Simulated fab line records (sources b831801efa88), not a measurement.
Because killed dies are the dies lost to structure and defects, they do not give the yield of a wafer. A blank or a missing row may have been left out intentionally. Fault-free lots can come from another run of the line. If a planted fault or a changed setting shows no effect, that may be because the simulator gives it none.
One fault through the eyes of 2 desks / flow sky130 / only its own numbers are on each desk; what lay behind them is given at the end

== AT THE METROLOGY DESK ==
Means of the sampled wafers that have a number, per lot and without regard to the tool the lot ran on: this is what the gauges read. If a lot's mean is further than 4 standard deviations from the usual mean, the lot is out of limits and carries the mark OUT (the distance appears in the brackets).
Columns: A = VIA2_W_RS at SKY_VIA2_RS_MEAS_22, usual 0.2749 ohm/sq; B = VIA2_W_THK at SKY_VIA2_THK_MEAS_23, usual 421 nm
lot=L780; first seen here=day 36 07:01; A=0.2737; B=419
lot=L782; first seen here=day 36 21:10; A=0.2787; B=422
lot=L792; first seen here=day 40 15:25; A=0.2737; B=425
lot=L791; first seen here=day 40 17:02; A=0.2749; B=423
lot=L793; first seen here=day 40 19:22; A=0.2702; B=431
lot=L796; first seen here=day 41 11:54; A=0.2768; B=416
Finding of this desk: none of the 6 lots has anything out of limits.

== TOOL OWNER'S DESK, pvd sputter-04 ==
The tool's own readings at SKY_METAL3_SPUTTER_03 (material Ti, target thk 5 nm, time 3.3 s): means of the sampled wafers that have a number, for each lot that ran on this tool. If a lot's mean is further than 4 standard deviations from the usual mean, the lot is out of limits and carries the mark OUT (the distance appears in the brackets).
Columns: A = cathode dc power W at SKY_METAL3_SPUTTER_03, usual 3000.1 W; B = throttle valve pct at SKY_METAL3_SPUTTER_03, usual 30.4 %
lot=L780; first seen here=day 36 07:34; A=2999.8; B=31.7
lot=L791; first seen here=day 40 17:35; A=2902.3 (-99 or more) OUT; B=30.7
lot=L796; first seen here=day 41 12:28; A=2803.1 (-99 or more) OUT; B=31.9
This desk's finding: out of limits on L791, L796; first on L791, day 40 17:35 (cathode dc power W at SKY_METAL3_SPUTTER_03). L780 stayed within limits.

== BROUGHT TOGETHER ==
The tool owner's desk had the chance to raise an alarm at day 40 17:35 on L791, L796.
Metrology desk: nothing out of limits seen.
The metrology desk has L791, L796 on record, within its limits.
On pvd sputter-04, each named lot ran SKY_METAL3_SPUTTER_03.

== WHAT THE SIMULATOR HAD PUT IN ==
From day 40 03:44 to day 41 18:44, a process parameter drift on pvd sputter-04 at SKY_METAL3_SPUTTER_03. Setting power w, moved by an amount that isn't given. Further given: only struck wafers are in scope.
Shown lots that were struck: L791, L796.
How many hours passed from the start of the fault until each desk's first out-of-limits reading: the tool owner's desk, 14.
